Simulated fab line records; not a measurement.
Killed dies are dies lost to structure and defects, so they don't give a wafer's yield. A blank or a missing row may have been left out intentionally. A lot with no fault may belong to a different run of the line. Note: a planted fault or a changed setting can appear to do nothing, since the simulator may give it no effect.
Chamber matching | flow gf180mcu | GF_V4_CVD_02 on pecvd-02 has 3 sister chambers
The step deposits SiO2 from TEOS, target thk 850 nm, time 94.851 s. 3 wafers are shown with their chamber, then 10 later ones without.

== WAFERS WITH THEIR CHAMBER ==
wafer  | chamber | heater-power-w (W)
L087.4 | 2       | 655
L091.3 | 0       | 787
L092.5 | 1       | 698

== WAFERS WHOSE CHAMBER IS MISSING ==
wafer  | heater-power-w (W)
L092.6 | 947
L093.1 | 816
L093.5 | 785
L093.6 | 877
L095.1 | 938
L095.3 | 613
L095.5 | 774
L096.1 | 935
L096.2 | 801
L096.4 | 706

== CHAMBER TAKEN BY EACH ==
wafer  | from the rows above          | in truth
L092.6 | can't be placed: 0 or 1 or 2 | 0
L093.1 | can't be placed: 0 or 1 or 2 | 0
L093.5 | can't be placed: 0 or 1 or 2 | 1
L093.6 | can't be placed: 0 or 1 or 2 | 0
L095.1 | can't be placed: 0 or 1 or 2 | 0
L095.3 | can't be placed: 2 or 1 or 0 | 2
L095.5 | can't be placed: 0 or 1 or 2 | 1
L096.1 | can't be placed: 0 or 1 or 2 | 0
L096.2 | can't be placed: 0 or 1 or 2 | 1
L096.4 | can't be placed: 1 or 2 or 0 | 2
0 of 10 placed correctly. Not placeable from these rows: 10 (in 10, the candidates include the true chamber). Number placed wrongly: 0.
How it was worked out, from the rows above alone: a wafer's distance from a chamber is the root of the sum, over the readings, of the square of ((its reading less the chamber's mean) divided by the reading's scatter). If the next closest chamber is less than 2 further off than the closest, the wafer can't be placed; otherwise it belongs to the closest. Each chamber's mean is taken over the wafers shown for it. The scatter (one wafer shown for each chamber): square how far every hidden wafer sits from the nearest shown wafer, average those squares and take the square root.
